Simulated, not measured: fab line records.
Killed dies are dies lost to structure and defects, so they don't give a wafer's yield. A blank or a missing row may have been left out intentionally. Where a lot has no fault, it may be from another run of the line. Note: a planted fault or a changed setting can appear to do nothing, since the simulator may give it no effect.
Struck lot and sound lot, side by side ; flow sky130 ; 32 out of 708 route steps
Sound: the wafers L978.2, L978.4, L978.5. Struck: wafer L988.6 (L988.4, L988.5, from the same lot, were not struck and are left out); the cause is given at the end.
Each step with rows lists, per side, the tool, then ch with its chambers, then its first start. Under that, the readings that differ: sound wafers ; struck wafers ; difference of the means ; sigmas: that difference in standard deviations of wafers without a fault.
alike: words and numbers the same on both sides, and readings whose means are apart by under 2 such deviations; not compared: readings that were withheld, readings missing a value for some wafer, numbers with overlapping values and no deviation given by the record, and bounds like >300 which may hide the same value.
The two part at a step that has a row with sigmas, a row that says differs or no value, or rows on one side only. When numbers do not overlap yet have no deviation, they are printed without sigmas and do not part them. A reading that every wafer of one side lacks parts them only if that side has two wafers or more.

SKY_VIA1_ETCH_15: etches SiO2 in C4F8/O2/Ar, stops on TiN, target depth 351 nm, time 54 s.
  sound on rieDiel-01 ch 0,3, day 34 02:41; struck on rieDiel-04 ch 1, day 37 08:34
  alike: oesProductAu
  not compared: rfHoursCounterH
then, 6 steps without rows for these wafers: SKY_VIA1_STRIP_16 (strips in O2/N2); SKY_VIA1_STRIP_17 (strips in post etch residue remover, time 1200 s); SKY_VIA1_CLEAN_18 (cleans in IPA, time 180 s); SKY_VIA1_CLEAN_19 (cleans in O3/DIW); SKY_VIA1_SPUTTER_20 (material TiN, target thk 20 nm, time 80 s); SKY_VIA1_CVD_21 (deposits W, target thk 270 nm, time 80.902 s).
SKY_VIA1_RS_MEAS_22: a four-point-probe measurement.
  sound on filmMetro-02 at day 34 03:37; struck on filmMetro-02 at day 37 09:28
  alike: VIA1_W_RS
SKY_VIA1_THK_MEAS_23: measures by xrf.
  sound on filmMetro-02 at day 34 03:44; struck on filmMetro-02 at day 37 09:33
  alike: VIA1_W_THK
then, 2 steps without rows for these wafers: SKY_VIA1_CMP_24 (polishes, stops on SiO2, t overpolish 15 s, target thk 0 nm); SKY_METAL2_SPUTTER_00 (material Ti, target thk 15 nm, time 10 s).
SKY_METAL2_SPUTTER_01: material TiN, target thk 20 nm, time 16.7 s.
  sound on pvdSputter-03 at day 34 04:06; struck on pvdSputter-03 at day 37 09:54
  alike: chamberPressurePa, throttleValvePct
SKY_METAL2_SPUTTER_02: material AlCu, target thk 250 nm, time 13.3 s.
  sound on pvdSputter-03 at day 34 04:07; struck on pvdSputter-03 at day 37 09:56
reading;sound;struck;difference;sigmas
model.AlCu_of_METAL2_SPUTTER_02.thkNm (nm);250.2 249.9 251.2;327.2;+76.8;
  alike: chamberPressurePa, throttleValvePct
SKY_METAL2_SPUTTER_03: material Ti, target thk 5 nm, time 3.3 s.
  sound on pvdSputter-03 at day 34 04:09; struck on pvdSputter-03 at day 37 09:57
  alike: chamberPressurePa, throttleValvePct
SKY_METAL2_SPUTTER_04: material TiN, target thk 70 nm, time 58.3 s.
  sound on pvdSputter-03 at day 34 04:10; struck on pvdSputter-03 at day 37 09:58
  alike: chamberPressurePa, throttleValvePct
SKY_METAL2_RS_MEAS_05: a four-point-probe measurement.
  sound on filmMetro-04 at day 34 04:14; struck on filmMetro-04 at day 37 10:05
reading;sound;struck;difference;sigmas
METAL2_ALCU_RS (ohm/sq);0.1264 0.1266 0.1259;0.0959;-0.0304;-28
SKY_METAL2_THK_MEAS_06: measures by xrf.
  sound on filmMetro-04 at day 34 04:20; struck on filmMetro-04 at day 37 10:10
reading;sound;struck;difference;sigmas
METAL2_ALCU_THK (nm);248.9 247.4 249.0;321.3;+72.9;+28
then, 8 steps without rows for these wafers: SKY_METAL2_DEHYDRATE_07 (time 60 s); SKY_METAL2_HMDS_08 (prime time 60 s); SKY_METAL2_COAT_09 (resist thk 60 nm); SKY_METAL2_COAT_10 (resist thk 450 nm); SKY_METAL2_SOFTBAKE_11 (time 90 s); SKY_METAL2_EXPOSE_12 (exposes mask MM2, target cd 140 nm); SKY_METAL2_PEB_13; SKY_METAL2_DEVELOP_14 (develop time 60 s).
SKY_METAL2_CD_MEAS_15 targets a cd of 140 nm.
  sound on cdSem-02 at day 35 06:49; struck on cdSem-01 at day 38 11:31
  alike: cdNm
SKY_METAL2_OVL_MEAS_16:
  sound on overlay-01 at day 35 06:55; struck on overlay-02 at day 38 11:36
  alike: METAL2_OVL
then, 1 step without rows for these wafers: SKY_METAL2_DESCUM_17 (chemistry O2, time 8 s).
SKY_METAL2_ETCH_18: etches BARC in N2/H2, stops on SiO2, time 45.9 s, target depth 60 nm.
  sound on rieMetal-01 ch 0, day 35 06:58; struck on rieMetal-02 ch 1, day 38 11:40
reading;sound;struck;difference;sigmas
heBacksideLeakSccm (sccm);3.5 3.4 3.5;4.4;+0.9;+3
  alike: drypumpMotorCurrentA, oesProductAu, throttleValvePct
  not compared: rfHoursCounterH
SKY_METAL2_METAL_ETCH_19: etches the open film in Cl2/BCl3, stops on SiO2, target depth 360 nm, time 78 s.
  sound on rieMetal-01 ch 0, day 35 07:02; struck on rieMetal-02 ch 1, day 38 11:44
reading;sound;struck;difference;sigmas
oesProductAu (a.u.);0.847 0.844 0.869;0.910;+0.057;+10
  alike: bcl3FlowSccm, drypumpMotorCurrentA, heBacksideLeakSccm, throttleValvePct
  not compared: rfHoursCounterH
then, 1 step without rows for these wafers: SKY_METAL2_STRIP_20 (strips in O2/N2).
-- the record jumps here: 10 days lie between the struck wafers' starts before and after (it left off in module METAL2 and takes up again in module PAD_OPEN, whose first step shown is number 708 of the route) --
SKY_PAD_OPEN_PROBE_99:
  sound on prober-02 at day 45 22:32; struck on prober-02 at day 48 06:40
reading;sound;struck;difference;sigmas
model.etest.met2.lineOhmUm;0.9115 0.9314 0.917;0.7025;-0.2175;
model.etest.met2.rsOhmSq;0.1285 0.1284 0.1281;0.09728;-0.03105;

WHERE THEY PART
At SKY_METAL2_RS_MEAS_05 first; at SKY_METAL2_METAL_ETCH_19 last (within this record only).

WHY: whatever the simulator had introduced
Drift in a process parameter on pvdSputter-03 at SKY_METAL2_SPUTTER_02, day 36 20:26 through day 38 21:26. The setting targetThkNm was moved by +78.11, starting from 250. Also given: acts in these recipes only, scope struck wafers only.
